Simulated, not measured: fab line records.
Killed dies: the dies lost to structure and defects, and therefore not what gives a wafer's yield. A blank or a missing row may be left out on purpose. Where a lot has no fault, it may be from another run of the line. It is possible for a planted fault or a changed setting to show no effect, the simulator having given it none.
A lot that was struck, set against a sound lot    flow sky130    21 steps out of a route of 708
Sound: the wafers L337.1, L337.5, L337.6. Struck: wafer L345.1 (L345.4, L345.5, from the same lot, were not struck and are left out); the cause is given at the end.
Order at every step that has rows: each side's tool, ch and its chambers, its first start. Under that, the readings that differ: sound wafers    struck wafers    difference of the means    sigmas: that difference in standard deviations of wafers without a fault.
alike: a reading whose means differ by less than 2 such deviations, as well as words and numbers matching on both sides. not compared: withheld readings; readings where some wafer has no value; bounds like >300 that might hide an equal value; numbers whose values overlap and for which the record gives no deviation.
The two part at a step that has a row with sigmas, a row that says differs or no value, or rows on one side only. Non-overlapping numbers with no deviation appear without sigmas and do not part them. A reading that every wafer of one side lacks parts them only if that side has two wafers or more.

SKY_LI_CONTACT_CVD_21: deposits W, target thk 400 nm, time 120.56 s.
  sound on cvd_w-02 ch 0,1, day 30 11:58; struck on cvd_w-02 ch 0, day 33 05:40
  alike: heater_power_w
SKY_LI_CONTACT_RS_MEAS_22: uses a four-point probe to measure.
  sound: film_metro-04 at day 30 12:06; struck: film_metro-03 at day 33 05:48
  alike: LI_CONTACT_W_RS
SKY_LI_CONTACT_THK_MEAS_23: measures by xrf.
  sound: film_metro-04 at day 30 12:13; struck: film_metro-03 at day 33 05:55
  alike: LI_CONTACT_W_THK
SKY_LI_CONTACT_CMP_24: polishes, stops on PSG, t overpolish 20 s, target thk 0 nm.
  sound on cmp-02 ch 1,2,3, day 30 12:26; struck on cmp-02 ch 1, day 33 05:59
reading                     sound              struck  difference  sigmas
slurry_filter_dp_kPa (kPa)  13.26 13.42 13.48  13.65   +0.26       +2
  alike: edge_zone_pressure_frac, motor_current_A, overpolish_run_s, time_to_endpoint_s
SKY_LOCAL_INTERCONNECT_SPUTTER_00: material TiN, target thk 100 nm, time 83.3 s.
  sound: pvd_sputter-03 at day 30 12:35; struck: pvd_sputter-02 at day 33 06:17
  alike: throttle_valve_pct
SKY_LOCAL_INTERCONNECT_RS_MEAS_01: uses a four-point probe to measure.
  sound: film_metro-03 at day 30 12:38; struck: film_metro-03 at day 33 06:20
  alike: LOCAL_INTERCONNECT_TIN_RS
SKY_LOCAL_INTERCONNECT_THK_MEAS_02: measures by xrf.
  sound: film_metro-03 at day 30 12:46; struck: film_metro-03 at day 33 06:28
  alike: LOCAL_INTERCONNECT_TIN_THK
then, 5 steps without rows for these wafers: SKY_LOCAL_INTERCONNECT_DEHYDRATE_03 (time 60 s); SKY_LOCAL_INTERCONNECT_HMDS_04 (prime time 60 s); SKY_LOCAL_INTERCONNECT_COAT_05 (resist thk 60 nm); SKY_LOCAL_INTERCONNECT_COAT_06 (resist thk 450 nm); SKY_LOCAL_INTERCONNECT_SOFTBAKE_07 (time 90 s).
SKY_LOCAL_INTERCONNECT_EXPOSE_08: exposes mask LI1M, target cd 170 nm.
  sound on krf_scanner-01 ch 0, day 31 02:23; struck on krf_scanner-01 ch 0, day 33 20:09
  alike: mask, reticle_temp_C
then, 2 steps without rows for these wafers: SKY_LOCAL_INTERCONNECT_PEB_09; SKY_LOCAL_INTERCONNECT_DEVELOP_10 (develop time 60 s).
SKY_LOCAL_INTERCONNECT_CD_MEAS_11 targets a cd of 170 nm.
  sound: cd_sem-02 at day 31 16:23; struck: cd_sem-02 at day 34 08:56
reading     sound              struck  difference  sigmas
cd_nm (nm)  165.7 167.6 168.0  67.6    -99.5       -66
  not compared: hold
SKY_LOCAL_INTERCONNECT_OVL_MEAS_12:
  sound: overlay-01 at day 31 16:31; struck: overlay-02 at day 34 16:04
reading  sound  struck                    difference                    sigmas
hold     - - -  await_dispo/7.0h/release  no value on the sound wafers  
  alike: LOCAL_INTERCONNECT_OVL
SKY_LOCAL_INTERCONNECT_ETCH_13: etches BARC in N2/H2, stops on SiO2, time 45.9 s, target depth 60 nm.
  sound on rie_metal-02 ch 0,1, day 31 16:33; struck on rie_metal-04 ch 0, day 34 16:07
reading                              sound              struck  difference  sigmas
model.LOCAL_INTERCONNECT.cd_nm (nm)  165.4 167.4 167.6  68.53   -98.27      
  alike: drypump_motor_current_A, oes_product_au, throttle_valve_pct
  not compared: rf_hours_counter_h
SKY_LOCAL_INTERCONNECT_METAL_ETCH_14: etches TiN in Cl2/BCl3, stops on PSG, target depth 110 nm, time 31.4 s.
  sound on rie_metal-02 ch 0,1, day 31 16:37; struck on rie_metal-04 ch 0, day 34 16:10
reading                              sound              struck  difference  sigmas
model.LOCAL_INTERCONNECT.cd_nm (nm)  164.1 167.2 166.5  68.34   -97.59      
  alike: drypump_motor_current_A, oes_product_au, throttle_valve_pct
  not compared: rf_hours_counter_h
SKY_LOCAL_INTERCONNECT_STRIP_15: strips in O2/N2.
  sound on plasma_asher-03 ch 0,1, day 31 16:40; struck on plasma_asher-02 ch 1, day 34 16:13
reading                      sound           struck  difference  sigmas
drypump_motor_current_A (A)  5.95 5.96 6.19  6.52    +0.49       +2
  alike: oes_product_au, strip_time_to_endpoint_s
  not compared: rf_hours_counter_h
-- a jump in the record: the struck wafers' starts before and after are 14 days apart (it breaks off in module LOCAL_INTERCONNECT and resumes in module PAD_OPEN, where the first step shown is number 708 of the route) --
SKY_PAD_OPEN_PROBE_99:
  sound: prober-02 at day 46 18:35; struck: prober-02 at day 48 16:40
reading                        sound              struck                    difference                    sigmas
hold                           - - -              await_dispo/1.6h/release  no value on the sound wafers  
model.etest.mcon_chain.rc_ohm  17.61 16.84 17.02  27.74                     +10.58                        
model.etest.res_li.open        0 0 0              1                         +1                            
model.etest.ring_5v.no_ring    0 0 0              1                         +1                            
model.etest.ring_1v8.no_ring   0 0 0              1                         +1                            

## WHERE THEY PART
Earliest at SKY_LI_CONTACT_CMP_24; latest, in this record, at SKY_PAD_OPEN_PROBE_99.

WHY: whatever the simulator had introduced
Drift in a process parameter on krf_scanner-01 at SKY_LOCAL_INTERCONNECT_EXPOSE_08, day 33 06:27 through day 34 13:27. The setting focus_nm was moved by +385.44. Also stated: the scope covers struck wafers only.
